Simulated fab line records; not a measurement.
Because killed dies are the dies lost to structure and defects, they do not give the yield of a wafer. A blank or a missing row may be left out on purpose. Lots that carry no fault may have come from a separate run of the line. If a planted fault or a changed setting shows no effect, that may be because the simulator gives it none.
fab line records ; flow sky130
record lots=6; wafers=18; last-day=49
route steps=708 shown METAL3@571 VIA3@573
lots untouched by any fault: they come from a run of this same line in which no faults occurred
start-h: the number of hours between the record's first day and the start of the first shown wafer of the lot ; wait-h: how many hours have passed since the lot's step before this one ; " the same as in the row above ; L1.1+2: a single row standing in for several wafers ; - either no value or no given start ; * or withheld: withheld ; < > ~ a bound
route shown NAME@n: names a module that has steps shown in the file, with the first one's number in the route ; usual: mean/standard deviation of fault-free wafers ; same: alike in all rows ; chamber/n: place in a boat ; sites: per-site readings ; _std_site: their standard deviation ; _edge_site: the outer-site mean with the inner-site mean subtracted ; radius-mm: how far each site lies from the wafer's centre ; mask NAME#n: copy n ; behind: the most recent tool/chamber to have shaped the wafer ; hold: cause of the lot's hold/its duration in hours/its outcome ; device: the n, p or np transistor that did not switch ; end of line: the same wafers' tests at the end of the route ; a step given without rows: its recipe and nothing more ; killed: at the first sort, the dies lost to defects and structure; wafer yield is something else ; map: per-die view of a wafer (x killed, . not killed, _ where there is no die)
set.NAME: the setting as run; set.NAME@STEP: as run at that earlier step ; model.NAME: the simulator's own value behind a step, which no gauge read
lots at selected steps of the route; one table per step, one row per wafer
services: when a tool's chamber went out of use (start-h, in hours from the record's first day, below 0 if earlier), for how many hours, and the reason
## steps
# step SKY_METAL3_CLEAN_21
# recipe chemistry=IPA; time-s=180; temp-c=25
# step SKY_METAL3_CLEAN_22
# recipe chemistry=O3/DIW; dry=n2-spin
# step SKY_VIA3_HDPCVD_00
# recipe material=SiO2; target-thk-nm=1635; sigma-open-frac=0.3; time-s=272.5; temp-c=400; sih4-flow-sccm=60; pressure-mtorr=6
# step SKY_VIA3_THK_MEAS_01
# recipe reads=SiO2_of_VIA3_HDPCVD_00
# usual VIA3_HDPCVD_THK=1642/16
lot.wafer;tool;chamber;start-h;wait-h;VIA3_HDPCVD_THK[nm]
L104.1;film-metro-04;-;991.81;0.1;1635
L104.2;film-metro-04;-;991.81;0.1;1639
L104.3;film-metro-04;-;991.81;0.1;1675
L106.1;film-metro-04;-;992.63;0.1;1668
L106.3;film-metro-04;-;992.63;0.1;1661
L106.6;film-metro-04;-;992.63;0.1;1663
L107.2;film-metro-03;-;1009.57;0.1;1649
L107.3;film-metro-03;-;1009.57;0.1;1630
L107.6;film-metro-03;-;1009.57;0.1;1634
L110.2;film-metro-03;-;1041.25;0.2;1623
L110.4;film-metro-03;-;1041.25;0.2;1643
L110.6;film-metro-03;-;1041.25;0.2;1601
L113.2;film-metro-04;-;1050.98;0.1;1640
L113.3;film-metro-04;-;1050.98;0.1;1635
L113.6;film-metro-04;-;1050.98;0.1;1614
L114.1;film-metro-02;-;1062.20;0.2;1652
L114.2;film-metro-02;-;1062.20;0.2;1652
L114.6;film-metro-02;-;1062.20;0.2;1660
# step SKY_VIA3_CMP_02
# recipe material=SiO2; down-force-psi=4; platen-rpm=60; pad-velocity-m-s=0.94248
# usual motor-current-A=11.8/0.97
lot.wafer;tool;chamber;start-h;wait-h;motor-current-A
L104.2;cmp-02;3;994.03;2.2;11.6
L104.1;cmp-02;0;994.03;2.2;11.6
L104.3;cmp-02;1;994.03;2.2;10.8
L106.1;cmp-01;3;994.59;2.0;10.7
L106.3;cmp-01;2;994.59;2.0;13.0
L106.6;cmp-01;0;994.59;2.0;12.8
L107.2;cmp-01;2;1009.62;0.0;14.1
L107.3;cmp-01;0;1009.62;0.0;13.5
L107.6;cmp-01;2;1009.62;0.0;13.7
L110.2;cmp-01;3;1041.30;0.0;11.6
L110.4;cmp-01;0;1041.30;0.0;12.9
L110.6;cmp-01;3;1041.30;0.0;11.0
L113.2;cmp-02;2;1051.03;0.0;11.1
L113.3;cmp-02;3;1051.03;0.0;11.9
L113.6;cmp-02;3;1051.03;0.0;11.8
L114.1;cmp-02;1;1062.26;0.1;11.1
L114.2;cmp-02;3;1062.26;0.1;11.7
L114.6;cmp-02;2;1062.26;0.1;12.7
# step SKY_VIA3_BOW_MEAS_03
# recipe mode=bow
# usual VIA3_BOW=80/6.1
lot.wafer;tool;chamber;start-h;wait-h;VIA3_BOW[um]
L104.1;film-metro-02;-;994.29;0.2;64
L104.2;film-metro-02;-;994.29;0.2;78
L104.3;film-metro-02;-;994.29;0.2;76
L106.1;film-metro-03;-;994.89;0.2;80
L106.3;film-metro-03;-;994.89;0.2;84
L106.6;film-metro-03;-;994.89;0.2;80
L107.2;film-metro-03;-;1009.94;0.3;88
L107.3;film-metro-03;-;1009.94;0.3;79
L107.6;film-metro-03;-;1009.94;0.3;85
L110.2;film-metro-02;-;1041.62;0.3;85
L110.4;film-metro-02;-;1041.62;0.3;79
L110.6;film-metro-02;-;1041.62;0.3;80
L113.2;film-metro-02;-;1051.35;0.3;85
L113.3;film-metro-02;-;1051.35;0.3;85
L113.6;film-metro-02;-;1051.35;0.3;82
L114.1;film-metro-02;-;1062.56;0.2;84
L114.2;film-metro-02;-;1062.56;0.2;80
L114.6;film-metro-02;-;1062.56;0.2;77
# step SKY_VIA3_DEHYDRATE_04
# recipe temp-c=200; time-s=60
# step SKY_VIA3_HMDS_05
# recipe prime-time-s=60; prime-temp-c=120
# step SKY_VIA3_COAT_06
# recipe resist=BARC; temp-c=withheld; time-s=withheld; spin-rpm=3000; resist-thk-nm=60
# step SKY_VIA3_COAT_07
# recipe resist=KrF-thick; spin-rpm=3000; resist-thk-nm=450
# step SKY_VIA3_SOFTBAKE_08
# recipe temp-c=100; time-s=90; resist=KrF-thick
# step SKY_VIA3_EXPOSE_09
# recipe mask-id=VIM3; na=0.8; source-shape=annular; sigma-inner=0.55; sigma-outer=0.85; target-cd-nm=200; dose-mj=38
# step SKY_VIA3_PEB_10
# recipe peb-temp-c=withheld; peb-time-s=withheld; resist=KrF-thick
# usual chill-plate-temp-C=*; exhaust-pa=45.1/0.81
lot.wafer;tool;chamber;start-h;wait-h;chill-plate-temp-C;exhaust-pa
L104.1;litho-track-01;0;1015;-;*;46.1
L104.2;litho-track-01;0;1015;-;*;46.0
L104.3;litho-track-01;0;1016;-;*;46.4
L106.1;litho-track-01;0;1016;-;*;45.6
L106.3;litho-track-01;0;1016;-;*;46.1
L106.6;litho-track-01;0;1016;-;*;45.6
L107.2;litho-track-01;0;1031;-;*;45.3
L107.3;litho-track-01;0;1031;-;*;45.9
L107.6;litho-track-01;0;1032;-;*;44.8
L110.2;litho-track-01;0;1062;-;*;44.3
L110.4;litho-track-01;0;1062;-;*;45.8
L110.6;litho-track-01;0;1062;-;*;45.6
L113.2;litho-track-04;-;1072;-;-;-
L113.3;litho-track-04;-;1072;-;-;-
L113.6;litho-track-04;-;1072;-;-;-
L114.1;litho-track-01;-;1082;-;-;-
L114.2;litho-track-01;-;1082;-;-;-
L114.6;litho-track-01;-;1082;-;-;-
# step SKY_VIA3_DEVELOP_11
# recipe develop-time-s=60; resist=KrF-thick; dev-temp-c=21
## services
tool;chamber;start-h;hours;kind
cmp-02;-;983.60;8.9;pm
cmp-02;-;1013.64;2.5;repair
cmp-01;-;1037.63;0.6;repair
## key
first-sign step=SKY_VIA3_PEB_10; reading=tool-record; direction=missing
effect none on later readings
met-at SKY_VIA3_PEB_10
struck-wafers L113.2,L113.3,L113.6,L114.1,L114.2,L114.6
later-rows-left-out L113.2,L113.3,L113.6,L114.1,L114.2,L114.6
sort-left-out L113.2,L113.3,L113.6,L114.1,L114.2,L114.6
onset-between 1062 1072
fault kind=skipped-step-whole; tool=litho-track-01,litho-track-04; chamber=-; onset-h=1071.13; steps=SKY_VIA3_PEB_10; scope=struck-lots-only
# sort-left-out: the simulated sort isn't trusted on such a fault, so these wafers' sort isn't shown, and their yield isn't known
# later-rows-left-out: the simulator's readings of these wafers behind a module that went badly wrong aren't trusted and aren't shown, but for the sort
